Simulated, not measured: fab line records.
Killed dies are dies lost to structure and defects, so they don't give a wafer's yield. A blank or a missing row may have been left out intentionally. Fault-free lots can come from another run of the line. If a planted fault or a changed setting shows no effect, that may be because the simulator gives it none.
Comparing a struck lot with a sound one + flow sky130 + 19 steps out of a route of 708
Sound: wafers L343.2, L343.3, L343.5. Wafers L341.2, L341.5, L341.6 were the ones struck. The cause is named last.
At each step with rows: each side's tool, then ch and its chambers, then its first start. Under that, the readings that differ: sound wafers + struck wafers + difference of the means + sigmas: that difference in standard deviations of wafers without a fault.
alike: readings whose means differ by less than 2 such deviations, and words and numbers that are the same on both sides. not compared: withheld readings, readings that some wafer has no value for, bounds like >300 that may hide the same value, and numbers for which the record gives no deviation and whose values overlap.
A row with sigmas, a row that says differs or no value, or rows on one side alone: a step with any of these is where the two part. Non-overlapping numbers with no deviation appear without sigmas and do not part them. A reading that every wafer of one side lacks parts them only if that side has two wafers or more.

first, 6 steps without rows for these wafers: SKY_RES_XHIGH_COAT_02 (resist thk 1140 nm); SKY_RES_XHIGH_SOFTBAKE_03 (time 60 s); SKY_RES_XHIGH_EXPOSE_04 (exposes mask URPM, target cd 1270 nm); SKY_RES_XHIGH_PEB_05; SKY_RES_XHIGH_DEVELOP_06 (develop time 60 s); SKY_RES_XHIGH_IMPLANT_07.
SKY_RES_XHIGH_STRIP_08: strips in O2/N2.
  sound on plasma_asher-04 ch 0,1, day 33 20:45; struck on plasma_asher-03 ch 0,1, day 33 02:33
| reading                     | sound       | struck      | difference | sigmas |
|-----------------------------|-------------|-------------|------------|--------|
| drypump_motor_current_A (A) | 5.2 4.9 5.2 | 6.3 6.3 5.8 | +1.0       | +2     |
  alike: oes_product_au, strip_time_to_endpoint_s
  not compared: rf_hours_counter_h
SKY_RES_XHIGH_TW_MEAS_09:
  sound on film_metro-02 at day 33 20:52; struck on film_metro-01 at day 33 02:40
  alike: RES_XHIGH_TW
then, 4 steps without rows for these wafers: SKY_SD_N_DEHYDRATE_00 (time 60 s); SKY_SD_N_HMDS_01 (prime time 60 s); SKY_SD_N_COAT_02 (resist thk 1140 nm); SKY_SD_N_SOFTBAKE_03 (time 60 s).
SKY_SD_N_EXPOSE_04: exposes mask NSDM, target cd 380 nm.
  sound on iline_stepper-01 ch 0, day 34 10:40; struck on iline_stepper-02 ch 0, day 33 16:24
| reading                      | sound                | struck            | difference | sigmas |
|------------------------------|----------------------|-------------------|------------|--------|
| model.SD_N.overlay_x_nm (nm) | 0.7058 0.7058 0.7058 | 182.4 182.4 182.4 | +181.7     |        |
  alike: mask, focus_offset_nm
then, 2 steps without rows for these wafers: SKY_SD_N_PEB_05; SKY_SD_N_DEVELOP_06 (develop time 60 s).
SKY_SD_N_CD_MEAS_07: target cd 380 nm.
  sound on cd_sem-02 at day 34 23:43; struck on cd_sem-02 at day 34 05:03
  alike: cd_nm
SKY_SD_N_OVL_MEAS_08:
  sound on overlay-01 at day 34 23:50; struck on overlay-02 at day 34 05:09
| reading       | sound       | struck            | difference | sigmas      |
|---------------|-------------|-------------------|------------|-------------|
| SD_N_OVL (nm) | 3.5 2.3 2.3 | 182.5 183.9 183.1 | +180.5     | +99 or more |
following that, these wafers have no rows for 1 step: SKY_SD_N_IMPLANT_09.
-- the record jumps here: 16 days lie between the struck wafers' starts before and after (it left off in module SD_N and takes up again in module PAD_OPEN, whose first step shown is number 708 of the route) --
SKY_PAD_OPEN_PROBE_99:
  sound on prober-01 at day 50 23:13; struck on prober-01 at day 50 08:42
| reading             | sound    | struck      | difference | sigmas |
|---------------------|----------|-------------|------------|--------|
| killed_at_front_end | 15 18 18 | 351 353 333 | +329       | +75    |
| killed_dies         | 86 85 92 | 410 415 402 | +321       | +32    |
| killed_on_rim       | 18 19 19 | 83 85 83    | +65        | +18    |
  alike: killed_at_M0_to_M3, killed_at_M4_up, killed_at_contacts, killed_at_other, killed_open, killed_short

WHERE THEY PART
Earliest at SKY_RES_XHIGH_STRIP_08; latest, in this record, at SKY_PAD_OPEN_PROBE_99.

WHY: what had been put in by the simulator
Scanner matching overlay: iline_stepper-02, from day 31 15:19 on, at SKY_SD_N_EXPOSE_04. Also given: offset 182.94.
